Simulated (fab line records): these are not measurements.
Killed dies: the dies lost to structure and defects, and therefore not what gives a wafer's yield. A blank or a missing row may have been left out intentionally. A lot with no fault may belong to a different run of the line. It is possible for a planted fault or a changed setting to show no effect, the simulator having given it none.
Shared-tool check    flow gf180mcu    11 lots, 33 wafers sampled

WHAT PROMPTED THE OPENING
Of 11 lots, 1 have the reading STI_CVD_03_THK flagged at GF_STI_THK_MEAS_04. Fault-free wafers read 206.3 nm, with a standard deviation of 2.4.
Rule: a lot gets a flag if all its wafers with a number sit over 4 standard deviations from that mean, or if no wafer of it has a number. All remaining lots are regarded as sound.

lot   measured     on             STI_CVD_03_THK (nm), wafer by wafer  flag
L302  day 1 13:44  film-metro-01  206.4 204.1 206.7                    
L305  day 2 04:34  film-metro-01  209.1 209.8 208.5                    
L306  day 2 13:59  film-metro-02  208.1 207.6 207.4                    
L308  day 2 23:50  film-metro-02  205.8 207.3 205.4                    
L310  day 3 06:44  film-metro-02  206.4 206.1 205.1                    
L311  day 3 11:32  film-metro-01  200.2 202.0 199.5                    
L315  day 4 07:01  film-metro-02  204.1 205.1 207.1                    
L316  day 4 11:34  film-metro-04  203.9 204.8 206.5                    
L318  day 4 22:35  film-metro-04  206.1 205.1 205.6                    
L320  day 5 07:34  film-metro-01  277.0 276.5 277.7                    FLAGGED
L322  day 5 18:17  film-metro-04  204.5 204.6 204.4                    
The numbers of the flagged lots are 277.1 nm on average: +70.8 nm against the usual, or +29 standard deviations.

LOT BY LOT: THE TOOL USED
The record keeps 1 process step preceding the reading, out of 602 steps on the route. Every cell lists first the tool, next ch and the chambers used by the sampled wafers, and last the start.
lot   flag     GF_STI_CVD_03
L302           lpcvd-01 ch 0, day 1 11:44
L305           lpcvd-02 ch 0, day 2 02:34
L306           lpcvd-01 ch 1, day 2 12:00
L308           lpcvd-02 ch 0, day 2 21:52
L310           lpcvd-02 ch 1, day 3 04:44
L311           lpcvd-01 ch 0, day 3 09:32
L315           lpcvd-02 ch 0, day 4 04:59
L316           lpcvd-01 ch 1, day 4 09:34
L318           lpcvd-02 ch 1, day 4 20:35
L320  FLAGGED  lpcvd-01 ch 1, day 5 05:34
L322           lpcvd-02 ch 1, day 5 16:18
What these steps do:
- GF_STI_CVD_03: deposits Si3N4 from DCS/NH3, target thk 207.16 nm, time 3551 s.
- GF_STI_THK_MEAS_04

FLAGGED AGAINST TOTAL, ONE TOOL AT A TIME (gauges that did the reading follow at the end)
step                tool           lots run  flagged  share of the flagged lots  sound lots run after its first flagged lot
GF_STI_CVD_03       lpcvd-01       5         1        all                        0
GF_STI_CVD_03       lpcvd-02       6         0        none                       -
GF_STI_THK_MEAS_04  film-metro-01  4         1        all                        0
GF_STI_THK_MEAS_04  film-metro-02  4         0        none                       -
GF_STI_THK_MEAS_04  film-metro-04  3         0        none                       -

WHAT THE TABLE PERMITS
In 2 table rows, all flagged lots were run: lpcvd-01 (GF_STI_CVD_03), film-metro-01 (GF_STI_THK_MEAS_04).
- lpcvd-01 at GF_STI_CVD_03: 1 of its 5 lots flagged. Last sound lot L316 at day 4 09:34, first flagged lot L320 at day 5 05:34; a fault beginning in between fits. Its own readings lie more than 4 standard deviations out on every wafer of the flagged lots: spike-tc-centre-C, spike-tc-lower-C, spike-tc-top-C, spike-tc-upper-C, susceptor-temp-C.
- film-metro-01 at GF_STI_THK_MEAS_04: 1 of its 4 lots flagged. Last sound lot L311 at day 3 11:32, first flagged lot L320 at day 5 07:34; a fault beginning in between fits.
These 2 tools cannot be told apart by counting lots, since each of them fits a fault that started at some hour. More lots, or a look at what each step does to the wafer, might.

WHAT THE SIMULATOR HAD PUT IN
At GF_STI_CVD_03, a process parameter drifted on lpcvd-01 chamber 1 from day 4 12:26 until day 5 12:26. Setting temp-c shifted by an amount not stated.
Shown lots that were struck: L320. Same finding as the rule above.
